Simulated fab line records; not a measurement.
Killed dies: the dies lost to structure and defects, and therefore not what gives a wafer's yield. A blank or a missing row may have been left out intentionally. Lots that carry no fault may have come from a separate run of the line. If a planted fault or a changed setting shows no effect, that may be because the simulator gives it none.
fab line records | flow gf180mcu
[record] lots = 14 wafers = 42 lastDay = 34
route steps=602 shown POLY_GATE@168 HV_LDD@194
lots that met no fault: from a run of the same line without faults
startH: start of the lot's first displayed wafer, in hours after the record's first day | waitH: time in hours since the lot's previous step | " unchanged from the row above | L1.1+2: several wafers, shown together as one row | - no value, or no start was given | * or withheld: withheld | < > ~ a bound
route shown NAME@n: NAME is a module with steps in the file, n the number in the route of the first one | usual: the fault-free wafers' mean and standard deviation | same: alike in all rows | chamber/n: place in a boat | sites: each site's reading | _std_site: standard deviation across them | _edge_site: inner sites' mean taken away from outer sites' mean | radiusMm: how far each site lies from the wafer's centre | mask NAME#n: copy n | behind: the last tool/chamber to shape the wafer | hold: reason for holding the lot/hours on hold/outcome of the hold | device: which transistor (n, p or np) failed to switch | end of line: tests of these same wafers at the route's end | for a step that has no rows: nothing shown but its recipe | killed: dies lost to structure and defects at the first sort, not the wafer's yield | map: shows each die of a wafer: x if killed, . if not, _ if none is there
set.NAME: setting as actually run; set.NAME@STEP: the setting as run at that earlier step | model.NAME: the simulator's own value behind a step, which no gauge read
one table for each step of the route and one row for each wafer, over a sample of lots
services: from which hour (startH, from the record's first day; less than 0 if before it) a tool's chamber was out of use, for how many hours, and why
[[steps]]
[step GF_POLY_GATE_OVL_MEAS_11]
[usual] POLY_GATE_OVL = -2/5.4
// columns lot.wafer tool chamber startH waitH POLY_GATE_OVL[nm]
L290.2 overlay-01 - 198.15 0.1 2
L290.5 " - " " -6
L290.6 " - " " 0
L292.2 overlay-01 - 212.90 0.1 -1
L292.5 " - " " -3
L292.6 " - " " 0
L294.1 overlay-02 - 233.08 0.1 -2
L294.2 " - " " -4
L294.5 " - " " 2
L297.2 overlay-02 - 253.67 0.1 -12
L297.5 " - " " -13
L297.6 " - " " -8
L298.3 overlay-01 - 259.15 0.1 3
L298.4 " - " " -1
L298.6 " - " " -9
L299.1 overlay-02 - 264.61 0.1 -2
L299.5 " - " " -8
L299.6 " - " " -3
L300.2 overlay-02 - 275.69 0.1 -2
L300.3 " - " " 8
L300.5 " - " " 8
L305.2 overlay-02 - 307.42 0.1 -8
L305.5 " - " " -11
L305.6 " - " " -5
L307.2 overlay-02 - 330.94 0.1 -2
L307.3 " - " " -4
L307.5 " - " " -7
L308.1 overlay-02 - 335.98 0.1 1
L308.3 " - " " 4
L308.4 " - " " -6
L309.2 overlay-02 - 338.54 0.1 0
L309.3 " - " " -1
L309.4 " - " " 0
L310.2 overlay-01 - 348.17 0.1 12
L310.3 " - " " 0
L310.5 " - " " 5
L311.2 overlay-02 - 356.89 0.1 -4
L311.5 " - " " -7
L311.6 " - " " -7
L312.1 overlay-02 - 366.14 0.1 4
L312.2 " - " " 2
L312.6 " - " " 1
[step GF_POLY_GATE_THK_MEAS_17]
[recipe] reads = SiO2_of_POLY_GATE_OXIDATION_16
[usual] POLY_GATE_OXIDATION_THK = 4.03/0.081
// columns lot.wafer tool chamber startH waitH POLY_GATE_OXIDATION_THK[nm]
L290.2 filmMetro-02 - 199.69 0.0 4.07
L290.5 " - " " 3.97
L290.6 " - " " 3.97
L292.2 filmMetro-03 - 215.06 0.0 3.91
L292.5 " - " " 3.99
L292.6 " - " " 3.83
L294.1 filmMetro-04 - 235.03 0.0 4.05
L294.2 " - " " 4.15
L294.5 " - " " 4.06
L297.2 filmMetro-02 - 255.35 0.0 3.89
L297.5 " - " " 3.86
L297.6 " - " " 3.91
L298.3 filmMetro-02 - 261.77 0.0 3.97
L298.4 " - " " 3.98
L298.6 " - " " 3.95
L299.1 filmMetro-04 - 266.15 0.0 3.92
L299.5 " - " " 3.91
L299.6 " - " " 3.91
L300.2 filmMetro-02 - 277.77 0.0 3.97
L300.3 " - " " 3.89
L300.5 " - " " 3.98
L305.2 filmMetro-02 - 309.35 0.0 4.07
L305.5 " - " " 4.08
L305.6 " - " " 4.12
L307.2 filmMetro-02 - 333.33 0.0 4.11
L307.3 " - " " 4.12
L307.5 " - " " 4.10
L308.1 filmMetro-03 - 338.15 0.0 4.04
L308.3 " - " " 4.10
L308.4 " - " " 4.14
L309.2 filmMetro-04 - 340.08 0.0 3.96
L309.3 " - " " 3.93
L309.4 " - " " 3.96
L310.2 filmMetro-02 - 349.71 0.0 4.02
L310.3 " - " " 3.99
L310.5 " - " " 3.95
L311.2 filmMetro-02 - 358.43 0.0 4.13
L311.5 " - " " 4.13
L311.6 " - " " 4.09
L312.1 filmMetro-04 - 367.68 0.0 4.04
L312.2 " - " " 4.03
L312.6 " - " " 3.94
[step GF_POLY_GATE_CD_MEAS_18]
[usual] cdNm = 280.1/1.5
// columns lot.wafer tool chamber startH waitH cdNm
L290.2 cdSem-02 - 199.77 0.1 281.7
L290.5 " - " " 280.0
L290.6 " - " " 282.3
L292.2 cdSem-01 - 215.13 0.1 277.9
L292.5 " - " " 281.3
L292.6 " - " " 275.2
L294.1 cdSem-01 - 235.21 0.2 280.5
L294.2 " - " " 282.2
L294.5 " - " " 279.7
L297.2 cdSem-01 - 255.43 0.1 279.1
L297.5 " - " " 279.4
L297.6 " - " " 280.2
L298.3 cdSem-01 - 261.86 0.1 280.1
L298.4 " - " " 280.0
L298.6 " - " " 279.9
L299.1 cdSem-01 - 266.21 0.1 280.3
L299.5 " - " " 280.6
L299.6 " - " " 280.1
L300.2 cdSem-01 - 277.85 0.1 277.9
L300.3 " - " " 281.7
L300.5 " - " " 279.4
L305.2 cdSem-02 - 309.43 0.1 278.7
L305.5 " - " " 280.8
L305.6 " - " " 282.1
L307.2 cdSem-01 - 333.41 0.1 281.0
L307.3 " - " " 281.3
L307.5 " - " " 279.5
L308.1 cdSem-02 - 338.21 0.1 278.5
L308.3 " - " " 278.9
L308.4 " - " " 275.6
L309.2 cdSem-02 - 340.16 0.1 281.3
L309.3 " - " " 279.6
L309.4 " - " " 280.5
L310.2 cdSem-02 - 349.79 0.1 281.0
L310.3 " - " " 282.9
L310.5 " - " " 282.3
L311.2 cdSem-02 - 358.51 0.1 280.3
L311.5 " - " " 280.4
L311.6 " - " " 279.3
L312.1 cdSem-01 - 367.74 0.1 274.8
L312.2 " - " " 279.3
L312.6 " - " " 279.1
[step GF_HV_LDD_DEVELOP_18]
[recipe] developTimeS = 60 devTempC = 23
[usual] chillPlateTempC = 22.99/0.11 developTimeS = 60/0
// columns lot.wafer tool chamber startH waitH chillPlateTempC developTimeS
L290.2 lithoTrack-02 0 235.24 0.1 23.04 60
L290.5 " 0 " " 22.93 60
L290.6 " 0 " " 22.84 60
L292.2 lithoTrack-01 0 251.00 0.1 22.85 60
L292.5 " 0 " " 22.98 60
L292.6 " 0 " " 22.80 60
L294.1 lithoTrack-04 0 273.59 0.1 23.01 60
L294.2 " 0 " " 22.99 60
L294.5 " 0 " " 23.03 60
L297.2 lithoTrack-01 0 295.40 0.1 22.96 60
L297.5 " 0 " " 23.04 60
L297.6 " 0 " " 22.91 60
L298.3 lithoTrack-02 0 301.82 0.1 23.09 60
L298.4 " 0 " " 23.05 60
L298.6 " 0 " " 23.06 60
L299.1 lithoTrack-01 0 306.77 0.1 23.16 60
L299.5 " 0 " " 23.19 60
L299.6 " 0 " " 23.17 60
L300.2 lithoTrack-02 0 319.54 0.1 22.92 60
L300.3 " 0 " " 22.97 60
L300.5 " 0 " " 23.15 60
L305.2 lithoTrack-04 0 351.97 0.1 22.84 60
L305.5 " 0 " " 22.69 60
L305.6 " 0 " " 22.76 60
L307.2 lithoTrack-02 - 376.29 0.1 - -
L307.3 " - " " - -
L307.5 " - " " - -
L308.1 lithoTrack-04 - 382.04 0.1 - -
L308.3 " - " " - -
L308.4 " - " " - -
L309.2 lithoTrack-01 0 383.99 0.1 23.13 60
L309.3 " 0 " " 23.10 60
L309.4 " 0 " " 23.00 60
L310.2 lithoTrack-01 0 394.74 0.1 22.99 60
L310.3 " 0 " " 22.99 60
L310.5 " 0 " " 22.86 60
L311.2 lithoTrack-04 0 403.31 0.1 22.95 60
L311.5 " 0 " " 23.02 60
L311.6 " 0 " " 23.04 60
L312.1 lithoTrack-01 0 412.47 0.1 23.14 60
L312.2 " 0 " " 23.08 60
L312.6 " 0 " " 23.10 60
[[services]]
// columns tool chamber startH hours kind
lithoTrack-04 - 316.15 - consumableReplace:filter
[[key]]
[firstSign] step = GF_HV_LDD_DEVELOP_18 reading = toolRecord direction = missing
effect none on later readings
metAt GF_HV_LDD_DEVELOP_18
struckLots L307,L308
laterRowsLeftOut L307.2,L307.3,L307.5,L308.1,L308.3,L308.4
sortLeftOut L307.2,L307.3,L307.5,L308.1,L308.3,L308.4
testerLeftOut L307,L308
notActingAt GF_POLY_GATE_OVL_MEAS_11,GF_POLY_GATE_THK_MEAS_17,GF_POLY_GATE_CD_MEAS_18
onsetBetween 351.97 376.29
[fault] kind = skippedStepWhole tool = lithoTrack-02,lithoTrack-04 chamber = - onsetH = 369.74 steps = GF_HV_LDD_DEVELOP_18 scope = struckLotsOnly
// testerLeftOut: of these lots the tester's yield and bins aren't shown, on N5 and GAA mostly nor the transistor test; their killed dies are dies lost to structure and defects alone, not to doping, threshold or leakage, so they don't give the yield
// sortLeftOut: the simulated sort isn't trusted on such a fault, so these wafers' sort isn't shown, and their yield isn't known
// laterRowsLeftOut: the simulator's readings of these wafers behind a module that went badly wrong aren't trusted and aren't shown, but for the sort
